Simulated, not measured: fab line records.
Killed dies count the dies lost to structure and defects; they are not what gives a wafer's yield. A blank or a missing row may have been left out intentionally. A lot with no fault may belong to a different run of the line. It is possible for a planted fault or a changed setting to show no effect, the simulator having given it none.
fab line records	flow sky130
record: lots: 13	wafers: 36	lastDay: 50
route steps=708 shown FIELD_ISO@1 VT_ADJUST_HVTR@137 PAD_OPEN@708
lots that met no fault: taken from a fault-free run of the same line
startH: start of the lot's first displayed wafer, in hours after the record's first day	waitH: hours since the lot's step before	" the same as in the row above	L1.1+2: one row covering several wafers at once	- no value, or no start given	* or withheld: withheld	< > ~ a bound
route shown NAME@n: names a module that has steps shown in the file, with the first one's number in the route	usual: mean and standard deviation over wafers with no fault	same: alike in all rows	chamber/n: place in a boat	sites: per-site readings	_std_site: their standard deviation	_edge_site: mean of outer sites minus mean of inner sites	radiusMm: for every site, how far away it sits from the centre of the wafer	mask NAME#n: copy n	behind: the last tool/chamber to shape the wafer	hold: why the lot went on hold/how many hours it stayed there/how the hold came to an end	device: the n, p or np transistor that did not switch	end of line: the tests these same wafers got at the end of their route	for a step that has no rows: nothing shown but its recipe	killed: not the wafer's yield, but the dies lost to structure and defects at the first sort	map: a wafer's dies, x killed, . not, _ none there
set.NAME: setting as actually run; set.NAME@STEP: the setting as run at that earlier step	model.NAME: the simulator's own value behind a step, which no gauge read
the route's steps for a sample of lots (tables are steps, rows are wafers)
== steps ==
step: SKY_FIELD_ISO_BOW_MEAS_00
recipe: mode: bow
usual: INCOMING_BOW: 0/6
lot.wafer	tool	chamber	startH	waitH	INCOMING_BOW[um]
L133.1	filmMetro-01	-	10.00	-	4
L133.5	"	-	"	"	2
L133.6	"	-	"	"	-2
L134.1	filmMetro-04	-	15.00	-	-3
L134.3	"	-	"	"	6
L134.6	"	-	"	"	2
L135.3	filmMetro-04	-	20.04	-	2
L135.4	"	-	"	"	-4
L135.5	"	-	"	"	5
L138.3	filmMetro-04	-	35.04	-	-8
L138.4	"	-	"	"	0
L139.2	filmMetro-04	-	40.02	-	-6
L139.3	"	-	"	"	1
L141.2	filmMetro-04	-	50.02	-	1
L141.3	"	-	"	"	-1
L146.1	filmMetro-03	-	75.00	-	6
L146.2	"	-	"	"	-10
L146.5	"	-	"	"	-4
L148.1	filmMetro-04	-	85.00	-	1
L148.2	"	-	"	"	11
L148.3	"	-	"	"	3
L149.4	filmMetro-03	-	90.06	-	0
L149.5	"	-	"	"	-6
L149.6	"	-	"	"	7
L150.2	filmMetro-03	-	95.02	-	2
L150.3	"	-	"	"	-11
L150.4	"	-	"	"	8
L151.3	filmMetro-01	-	100.04	-	-3
L151.4	"	-	"	"	11
L151.5	"	-	"	"	8
L152.2	filmMetro-03	-	105.02	-	2
L152.5	"	-	"	"	-5
L152.6	"	-	"	"	-2
L156.3	filmMetro-04	-	125.04	-	9
L156.5	"	-	"	"	-1
L156.6	"	-	"	"	-5
step: SKY_FIELD_ISO_THK_MEAS_02
recipe: reads: SiO2_of_FIELD_ISO_OXIDATION_01
usual: FIELD_ISO_OXIDATION_00_THK: 12.17/0.26
lot.wafer	tool	chamber	startH	waitH	FIELD_ISO_OXIDATION_00_THK[nm]
L133.1	filmMetro-03	-	11.69	0.0	12.41
L133.5	"	-	"	"	12.24
L133.6	"	-	"	"	12.52
L134.1	filmMetro-04	-	16.70	0.0	11.78
L134.3	"	-	"	"	11.98
L134.6	"	-	"	"	11.82
L135.3	filmMetro-03	-	21.65	0.0	11.51
L135.4	"	-	"	"	11.78
L135.5	"	-	"	"	11.80
L138.3	filmMetro-01	-	37.49	0.0	12.66
L138.4	"	-	"	"	12.52
L139.2	filmMetro-03	-	43.19	0.0	12.39
L139.3	"	-	"	"	12.57
L141.2	filmMetro-01	-	51.64	0.0	11.90
L141.3	"	-	"	"	12.02
L146.1	filmMetro-04	-	76.66	0.0	12.25
L146.2	"	-	"	"	12.33
L146.5	"	-	"	"	11.93
L148.1	filmMetro-01	-	87.85	0.0	12.55
L148.2	"	-	"	"	12.48
L148.3	"	-	"	"	12.41
L149.4	filmMetro-01	-	92.84	0.0	12.37
L149.5	"	-	"	"	12.18
L149.6	"	-	"	"	12.43
L150.2	filmMetro-04	-	97.13	0.0	12.47
L150.3	"	-	"	"	12.33
L150.4	"	-	"	"	12.07
L151.3	filmMetro-03	-	102.55	0.0	12.38
L151.4	"	-	"	"	12.49
L151.5	"	-	"	"	12.44
L152.2	filmMetro-04	-	106.64	0.0	12.00
L152.5	"	-	"	"	12.05
L152.6	"	-	"	"	12.11
L156.3	filmMetro-03	-	134.11	0.0	12.25
L156.5	"	-	"	"	11.92
L156.6	"	-	"	"	12.06
step: SKY_FIELD_ISO_CD_MEAS_13
recipe: targetCdNm: 150
usual: cdNm: 150.4/1.2
lot.wafer	tool	chamber	startH	waitH	cdNm
L133.1	cdSem-01	-	30.55	-	151.3
L133.5	"	-	"	"	149.4
L133.6	"	-	"	"	149.8
L134.1	cdSem-01	-	33.68	-	151.0
L134.3	"	-	"	"	150.8
L134.6	"	-	"	"	151.5
L135.3	cdSem-01	-	38.17	-	150.5
L135.4	"	-	"	"	149.3
L135.5	"	-	"	"	149.7
L138.3	cdSem-01	-	55.49	-	152.1
L138.4	"	-	"	"	152.4
L139.2	cdSem-02	-	60.65	-	149.4
L139.3	"	-	"	"	150.3
L141.2	cdSem-01	-	70.62	-	149.6
L141.3	"	-	"	"	151.1
L146.1	cdSem-02	-	95.45	-	149.8
L146.2	"	-	"	"	149.4
L146.5	"	-	"	"	149.2
L148.1	cdSem-02	-	106.98	-	149.4
L148.2	"	-	"	"	149.7
L148.3	"	-	"	"	149.0
L149.4	cdSem-02	-	114.29	-	150.9
L149.5	"	-	"	"	150.7
L149.6	"	-	"	"	152.2
L150.2	cdSem-02	-	117.73	-	148.0
L150.3	"	-	"	"	147.4
L150.4	"	-	"	"	146.8
L151.3	cdSem-01	-	123.34	-	148.8
L151.4	"	-	"	"	149.9
L151.5	"	-	"	"	148.5
L152.2	cdSem-02	-	126.35	-	151.5
L152.5	"	-	"	"	151.5
L152.6	"	-	"	"	148.0
L156.3	cdSem-01	-	154.87	-	150.9
L156.5	"	-	"	"	151.0
L156.6	"	-	"	"	150.8
step: SKY_VT_ADJUST_HVTR_DEVELOP_06
recipe: developTimeS: 60	devTempC: 23
usual: chillPlateTempC: 23.02/0.11
lot.wafer	tool	chamber	startH	waitH	chillPlateTempC
L133.1	lithoTrack-02	0	204.51	0.1	23.06
L133.5	"	0	"	"	23.01
L133.6	"	0	"	"	23.02
L134.1	lithoTrack-04	0	206.23	0.1	23.03
L134.3	"	0	"	"	22.91
L134.6	"	0	"	"	22.98
L135.3	lithoTrack-04	0	216.03	0.1	23.20
L135.4	"	0	"	"	23.17
L135.5	"	0	"	"	23.21
L138.3	lithoTrack-02	0	240.21	0.1	23.14
L138.4	"	0	"	"	23.08
L139.2	lithoTrack-02	0	247.08	0.1	23.04
L139.3	"	0	"	"	22.92
L141.2	lithoTrack-02	0	258.68	0.1	23.11
L141.3	"	0	"	"	23.09
L146.1	lithoTrack-04	0	291.28	0.1	23.05
L146.2	"	0	"	"	22.92
L146.5	"	0	"	"	23.07
L148.1	lithoTrack-04	0	314.93	0.1	23.01
L148.2	"	0	"	"	23.06
L148.3	"	0	"	"	23.23
L150.2	lithoTrack-02	0	341.03	0.1	23.14
L150.3	"	0	"	"	23.06
L150.4	"	0	"	"	23.04
L149.4	lithoTrack-03	0	345.23	0.1	23.07
L149.5	"	0	"	"	23.02
L149.6	"	0	"	"	22.98
L152.2	lithoTrack-04	0	351.36	0.1	23.00
L152.5	"	0	"	"	22.93
L152.6	"	0	"	"	22.89
L151.3	lithoTrack-03	0	351.45	0.1	22.99
L151.4	"	0	"	"	22.91
L151.5	"	0	"	"	22.71
L156.3	lithoTrack-03	0	382.70	0.1	22.92
L156.5	"	0	"	"	22.87
L156.6	"	0	"	"	22.88
step: SKY_VT_ADJUST_HVTR_CD_MEAS_07
recipe: targetCdNm: 380
usual: cdNm: 379.6/2.6
lot.wafer	tool	chamber	startH	waitH	cdNm
L133.1	cdSem-01	-	204.66	0.1	379.9
L133.5	"	-	"	"	380.7
L133.6	"	-	"	"	381.7
L134.1	cdSem-02	-	206.38	0.1	377.0
L134.3	"	-	"	"	377.6
L134.6	"	-	"	"	376.9
L135.3	cdSem-01	-	216.17	0.1	385.7
L135.4	"	-	"	"	380.4
L135.5	"	-	"	"	381.8
L138.3	cdSem-01	-	240.35	0.1	-
L138.4	"	-	"	"	-
L139.2	cdSem-02	-	247.23	0.1	377.4
L139.3	"	-	"	"	-
L141.2	cdSem-02	-	258.83	0.1	380.2
L141.3	"	-	"	"	-
L146.1	cdSem-01	-	291.43	0.1	381.5
L146.2	"	-	"	"	379.1
L146.5	"	-	"	"	380.6
L148.1	cdSem-02	-	315.08	0.1	382.8
L148.2	"	-	"	"	380.8
L148.3	"	-	"	"	382.2
L150.2	cdSem-01	-	341.18	0.1	384.9
L150.3	"	-	"	"	380.4
L150.4	"	-	"	"	383.3
L149.4	cdSem-01	-	345.36	0.1	381.6
L149.5	"	-	"	"	378.6
L149.6	"	-	"	"	381.2
L152.2	cdSem-02	-	351.50	0.1	375.8
L152.5	"	-	"	"	375.3
L152.6	"	-	"	"	377.0
L151.3	cdSem-01	-	351.59	0.1	377.2
L151.4	"	-	"	"	374.8
L151.5	"	-	"	"	375.8
L156.3	cdSem-01	-	382.84	0.1	376.6
L156.5	"	-	"	"	376.1
L156.6	"	-	"	"	374.1
step: SKY_VT_ADJUST_HVTR_OVL_MEAS_08
usual: VT_ADJUST_HVTR_OVL: -0.4/1.5
lot.wafer	tool	chamber	startH	waitH	VT_ADJUST_HVTR_OVL[nm]
L133.1	overlay-01	-	204.78	0.1	0.9
L133.5	"	-	"	"	0.3
L133.6	"	-	"	"	1.0
L134.1	overlay-01	-	206.50	0.1	0.5
L134.3	"	-	"	"	1.0
L134.6	"	-	"	"	1.4
L135.3	overlay-01	-	216.27	0.1	-0.2
L135.4	"	-	"	"	-0.5
L135.5	"	-	"	"	-1.3
L138.3	overlay-02	-	240.44	0.1	-
L138.4	"	-	"	"	-
L139.2	overlay-02	-	247.33	0.1	2.2
L139.3	"	-	"	"	-
L141.2	overlay-02	-	258.93	0.1	-4.3
L141.3	"	-	"	"	-
L146.1	overlay-01	-	291.55	0.1	-0.6
L146.2	"	-	"	"	-0.5
L146.5	"	-	"	"	-1.7
L148.1	overlay-02	-	315.20	0.1	-0.2
L148.2	"	-	"	"	0.4
L148.3	"	-	"	"	-0.5
L150.2	overlay-02	-	341.28	0.1	-1.7
L150.3	"	-	"	"	0.4
L150.4	"	-	"	"	0.5
L149.4	overlay-02	-	345.44	0.1	-0.6
L149.5	"	-	"	"	0.6
L149.6	"	-	"	"	0.1
L152.2	overlay-01	-	351.61	0.1	0.2
L152.5	"	-	"	"	0.8
L152.6	"	-	"	"	0.0
L151.3	overlay-02	-	351.68	0.1	-1.4
L151.4	"	-	"	"	0.1
L151.5	"	-	"	"	0.4
L156.3	overlay-01	-	382.93	0.1	1.9
L156.5	"	-	"	"	0.4
L156.6	"	-	"	"	1.9
step: SKY_VT_ADJUST_HVTR_TW_MEAS_11
usual: VT_ADJUST_HVTR_TW: 210.0/1.2
lot.wafer	tool	chamber	startH	waitH	VT_ADJUST_HVTR_TW
L133.1	filmMetro-02	-	205.06	0.1	208.3
L133.5	"	-	"	"	208.4
L133.6	"	-	"	"	208.3
L134.1	filmMetro-01	-	206.79	0.1	212.2
L134.3	"	-	"	"	211.6
L134.6	"	-	"	"	211.4
L135.3	filmMetro-01	-	216.56	0.1	211.0
L135.4	"	-	"	"	211.4
L135.5	"	-	"	"	211.0
L138.3	filmMetro-01	-	240.73	0.1	30.0
L138.4	"	-	"	"	30.0
L139.2	filmMetro-02	-	247.62	0.1	208.8
L139.3	"	-	"	"	29.8
L141.2	filmMetro-04	-	259.22	0.1	211.5
L141.3	"	-	"	"	30.1
L146.1	filmMetro-04	-	291.84	0.1	210.2
L146.2	"	-	"	"	209.6
L146.5	"	-	"	"	210.6
L148.1	filmMetro-02	-	315.49	0.1	208.1
L148.2	"	-	"	"	207.8
L148.3	"	-	"	"	209.5
L150.2	filmMetro-01	-	341.57	0.1	210.0
L150.3	"	-	"	"	209.1
L150.4	"	-	"	"	211.2
L149.4	filmMetro-02	-	345.74	0.1	209.2
L149.5	"	-	"	"	208.1
L149.6	"	-	"	"	209.1
L152.2	filmMetro-01	-	351.90	0.1	209.5
L152.5	"	-	"	"	210.1
L152.6	"	-	"	"	211.2
L151.3	filmMetro-04	-	351.98	0.1	209.5
L151.4	"	-	"	"	210.2
L151.5	"	-	"	"	209.6
L156.3	filmMetro-04	-	383.23	0.1	210.6
L156.5	"	-	"	"	211.1
L156.6	"	-	"	"	211.9
step: SKY_PAD_OPEN_PROBE_99
usual: killed_at_M0_to_M3: 44/6.9	killed_at_M4_up: 3.2/1.8	killedAtContacts: 23/5.2	killedAtFrontEnd: 15/4.5	killedAtOther: 0.3/0.56	killedDies: 85/8.8	killedOnRim: 17/3.5	killedOpen: 47/6.7	killedShort: 39/6.4
same: grossDies: 492	killedAtBackSide: 0
lot.wafer	tool	chamber	startH	waitH	killed_at_M0_to_M3	killed_at_M4_up	killedAtContacts	killedAtFrontEnd	killedAtOther	killedDies	killedOnRim	killedOpen	killedShort
L138.3	prober-01	-	1104.43	0.2	41	4	33	414	0	492	96	46	44
L138.4	prober-01	-	1104.48	0.2	46	1	23	422	0	492	96	40	43
L139.2	prober-02	-	1109.85	0.1	57	5	23	10	3	98	24	54	44
L139.3	prober-02	-	1109.90	0.2	49	0	23	420	0	492	96	42	43
L141.2	prober-01	-	1117.35	0.1	48	2	22	16	1	89	18	52	37
L141.3	prober-01	-	1117.40	0.2	36	3	31	422	0	492	96	48	31
killed by level:class
L138.3 VT_ADJUST_HVTR:areaDevelop=402 CONTACT:geometricParticle:open=10 LI_CONTACT:geometricParticle:open=10 VIA1:geometricParticle:short=8 VIA1:geometricParticle:open=7 VIA2:geometricParticle:open=6 LOCAL_INTERCONNECT:geometricParticle:short=5 METAL2:geometricParticle:short=5
L138.4 VT_ADJUST_HVTR:areaDevelop=409 CONTACT:geometricParticle:open=9 VIA1:geometricParticle:open=7 VIA2:geometricParticle:open=7 VIA2:geometricParticle:short=6 CONTACT:geometricParticle:short=5 METAL1:geometricParticle:short=5 METAL2:geometricParticle:short=5
L139.2 CONTACT:geometricParticle:open=12 VIA1:geometricParticle:open=10 VIA3:geometricParticle:open=10 VIA1:geometricParticle:short=7 METAL1:geometricParticle:short=7 METAL2:geometricParticle:short=7 CONTACT:geometricParticle:short=6 VIA2:geometricParticle:open=5
L139.3 VT_ADJUST_HVTR:areaDevelop=407 VIA1:geometricParticle:short=10 CONTACT:geometricParticle:open=9 METAL1:geometricParticle:short=9 VIA3:geometricParticle:open=8 VIA1:geometricParticle:open=7 VIA2:geometricParticle:open=6 CONTACT:geometricParticle:short=5
L141.2 VIA1:geometricParticle:open=10 CONTACT:geometricParticle:open=9 VIA2:geometricParticle:open=8 LI_CONTACT:geometricParticle:open=7 METAL1:geometricParticle:short=6 POLY_GATE:geometricParticle:open=5 METAL3:geometricParticle:short=5 FIELD_ISO:geometricParticle:open=4
L141.3 VT_ADJUST_HVTR:areaDevelop=413 CONTACT:geometricParticle:open=14 VIA1:geometricParticle:open=9 LI_CONTACT:geometricParticle:open=7 VIA2:geometricParticle:open=6 METAL3:geometricParticle:short=6 VIA3:geometricParticle:open=5 METAL1:geometricParticle:short=5
== key ==
firstSign: step: SKY_VT_ADJUST_HVTR_CD_MEAS_07	reading: cdNm	direction: missing
effect: step: SKY_VT_ADJUST_HVTR_OVL_MEAS_08	reading: VT_ADJUST_HVTR_OVL	direction: missing
effect: step: SKY_VT_ADJUST_HVTR_TW_MEAS_11	reading: VT_ADJUST_HVTR_TW	direction: down	sigmas: 99+	usual: 210.0	struck: 30.0
effect: step: SKY_PAD_OPEN_PROBE_99	reading: killedAtFrontEnd	direction: up	sigmas: 89	usual: 15	struck: 420
moreKillsBornAt: SKY_VT_ADJUST_HVTR_DEVELOP_06@lithoTrack-02: 1631
metAt SKY_VT_ADJUST_HVTR_DEVELOP_06
struckLots L138,L139,L141
struckWafers L138.3,L138.4,L139.3,L141.3
testerLeftOut L138,L139,L141
notActingAt SKY_FIELD_ISO_BOW_MEAS_00,SKY_FIELD_ISO_THK_MEAS_02,SKY_FIELD_ISO_CD_MEAS_13
onsetBetween 204.51 240.21
fault: kind: processParameterDrift	tool: lithoTrack-02	chamber: -	onsetH: 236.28	steps: SKY_VT_ADJUST_HVTR_DEVELOP_06	channel: developTimeS	offset: *	shape: step	endH: 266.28	scope: struckWafersOnly	actsIn: *	stated: *
testerLeftOut: of these lots the tester's yield and bins aren't shown, on N5 and GAA mostly nor the transistor test; their killed dies are dies lost to structure and defects alone, not to doping, threshold or leakage, so they don't give the yield
